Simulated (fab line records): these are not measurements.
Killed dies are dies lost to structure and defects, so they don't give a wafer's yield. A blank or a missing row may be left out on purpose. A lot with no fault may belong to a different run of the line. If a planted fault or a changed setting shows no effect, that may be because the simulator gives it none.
One fault seen from 2 desks    flow sky130    each desk has only its own numbers; what lay behind them comes last

== METROLOGY DESK ==
Lot by lot, what the gauges showed, no matter which tool ran the lot: averages of those sampled wafers that carry a number. Any lot whose mean is over 4 standard deviations away from the usual mean is out of limits and marked OUT; that distance is given in the brackets.
Columns: A = CAPM_OVL at SKY_CAPM_OVL_MEAS_12, usual -0.6 nm; B = VIA3_HDPCVD_THK at SKY_VIA3_THK_MEAS_01, usual 1631 nm
lot   first seen here  A     B
L898  day 37 16:53     -1.3  1614
L903  day 39 07:48     -0.8  1619
L905  day 40 05:06     0.4   -
L906  day 40 07:54     -0.8  -
L908  day 40 18:57     0.8   1632
L909  day 40 22:20     -2.4  1615
L911  day 41 12:17     -0.3  1629
L913  day 42 06:08     0.7   1619
L914  day 42 07:55     -1.0  1631
L917  day 42 23:59     0.4   1622
L918  day 43 10:14     -0.1  1629
L919  day 44 03:19     -0.4  1647
L920  day 44 04:38     -1.3  1652
L921  day 44 04:51     0.9   1630
Finding of this desk: none of the 14 lots has anything out of limits.

== FOR THE TOOL OWNER'S DESK: rie_metal-01 ==
The tool's own readings at SKY_METAL3_ETCH_16 (etches BARC in N2/H2, stops on SiO2, time 88.2 s, target depth 60 nm): means of the sampled wafers that have a number, for each lot that ran on this tool. Any lot whose mean is over 4 standard deviations away from the usual mean is out of limits and marked OUT; that distance is given in the brackets.
Columns: A = bias_w at SKY_METAL3_ETCH_16, usual 100.02 W; B = chamber_pressure_mTorr at SKY_METAL3_ETCH_16, usual 30.002 mTorr; C = drypump_motor_current_A at SKY_METAL3_ETCH_16, usual 5.6 A; D = he_backside_leak_sccm at SKY_METAL3_ETCH_16, usual 3.4 sccm; E = oes_product_au at SKY_METAL3_ETCH_16, usual 0.626 a.u.; F = throttle_valve_pct at SKY_METAL3_ETCH_16, usual 13.205 %
lot   first seen here  A       B       C    D    E      F
L908  day 41 19:55     99.88   29.998  4.9  3.3  0.624  13.202
L909  day 41 23:29     100.24  29.993  4.9  3.4  0.630  13.201
L913  day 43 06:34     99.54   29.983  5.6  3.4  0.625  13.208
L914  day 43 07:40     99.96   29.992  5.3  3.3  0.626  13.208
L918  day 44 09:31     100.40  29.998  6.0  3.3  0.629  13.205
L920  day 45 02:38     99.85   30.017  5.3  3.4  0.621  13.215
Finding of this desk: none of the 6 lots has anything out of limits.

== BROUGHT TOGETHER ==
At the metrology desk, nothing out of limits was observed.
Nothing out of limits was seen by the tool owner's desk.

== WHAT WAS PUT IN BY THE SIMULATOR ==
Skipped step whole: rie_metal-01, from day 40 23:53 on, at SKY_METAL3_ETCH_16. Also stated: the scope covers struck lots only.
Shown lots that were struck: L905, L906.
